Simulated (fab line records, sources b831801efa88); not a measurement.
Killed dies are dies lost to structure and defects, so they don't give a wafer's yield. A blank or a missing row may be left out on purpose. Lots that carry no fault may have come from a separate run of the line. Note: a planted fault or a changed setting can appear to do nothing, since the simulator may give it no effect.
Comparing a struck lot with a sound one ; flow sky130 ; 14 steps out of a route of 708
Sound: these wafers, L824.2, L824.5, L824.6. Wafers struck: L832.3, L832.4, L832.5. The cause is given at the end.
For every step that has rows: the tool of each side, followed by ch and its chambers, followed by its first start. Under that, the readings that differ: sound wafers ; struck wafers ; difference of the means ; sigmas: that difference in standard deviations of wafers without a fault.
alike: readings whose means differ by less than 2 such deviations, and words and numbers that are the same on both sides. not compared: withheld readings, readings that some wafer has no value for, bounds like >300 that may hide the same value, and numbers for which the record gives no deviation and whose values overlap.
A row with sigmas, a row that says differs or no value, or rows on one side alone: a step with any of these is where the two part. Numbers that have no deviation but don't overlap get no sigmas and don't part them. A reading that every wafer of one side lacks parts them only if that side has two wafers or more.

SKY_VIA1_OVL_MEAS_13:
  sound on overlay-02, day 33 21:43; struck on overlay-01, day 36 21:20
  alike: VIA1_OVL
SKY_VIA1_ETCH_14: etches BARC in N2/H2, stops on SiO2, time 45.9 s, target depth 60 nm.
  sound on rie_diel-02 ch 0,1,3, day 33 21:44; struck on rie_diel-04 ch 0,1,2, day 36 21:22
  alike: drypump_motor_current_A, oes_product_au, throttle_valve_pct
  not compared: rf_hours_counter_h
SKY_VIA1_ETCH_15: etches SiO2 in C4F8/O2/Ar, stops on TiN, target depth 351 nm, time 52.85 s.
  sound on rie_diel-02 ch 0,1,3, day 33 21:47; struck on rie_diel-04 ch 0,1,2, day 36 21:24
  alike: oes_product_au
  not compared: rf_hours_counter_h
SKY_VIA1_STRIP_16: strips in O2/N2.
  sound on plasma_asher-03 ch 0,1, day 33 21:50; struck on plasma_asher-03 ch 0,1, day 36 21:29
  alike: drypump_motor_current_A, oes_product_au, strip_time_to_endpoint_s
  not compared: rf_hours_counter_h
then, 4 steps without rows for these wafers: SKY_VIA1_STRIP_17 (strips in post etch residue remover, time 1200 s); SKY_VIA1_CLEAN_18 (cleans in IPA, time 180 s); SKY_VIA1_CLEAN_19 (cleans in O3/DIW); SKY_VIA1_SPUTTER_20 (material TiN, target thk 20 nm, time 80 s).
SKY_VIA1_CVD_21: deposits W, target thk 270 nm, time 80.902 s.
  sound on cvd_w-02 ch 0,1, day 33 22:32; struck on cvd_w-02 ch 0,1, day 36 22:08
  alike: heater_power_w
SKY_VIA1_RS_MEAS_22: a four-point-probe measurement.
  sound on film_metro-02, day 33 22:38; struck on film_metro-01, day 36 22:14
  alike: VIA1_W_RS
SKY_VIA1_THK_MEAS_23: measures by xrf.
  sound on film_metro-02, day 33 22:45; struck on film_metro-01, day 36 22:20
  alike: VIA1_W_THK
then, 1 step without rows for these wafers: SKY_VIA1_CMP_24 (polishes, stops on SiO2, t overpolish 15 s, target thk 0 nm).
SKY_METAL2_SPUTTER_00: material Ti, target thk 15 nm, time 10 s.
  sound on pvd_sputter-01, day 33 23:06; struck on pvd_sputter-02, day 36 22:41
  no value came back on the struck wafers for cathode_dc_power_W (W), chamber_pressure_pa (Pa), throttle_valve_pct (%); on the sound wafers cathode_dc_power_W (W) reads 3000.3 3000.9 2999.8
SKY_METAL2_SPUTTER_01: material TiN, target thk 20 nm, time 16.7 s.
  sound on pvd_sputter-01, day 33 23:08; struck on pvd_sputter-02, day 36 22:42
  alike: cathode_dc_power_W, chamber_pressure_pa, throttle_valve_pct

WHERE THEY PART
Within this record, at SKY_METAL2_SPUTTER_00 only. Later steps at which nothing parts them and some readings are alike: SKY_METAL2_SPUTTER_01.

WHY: whatever the simulator had introduced
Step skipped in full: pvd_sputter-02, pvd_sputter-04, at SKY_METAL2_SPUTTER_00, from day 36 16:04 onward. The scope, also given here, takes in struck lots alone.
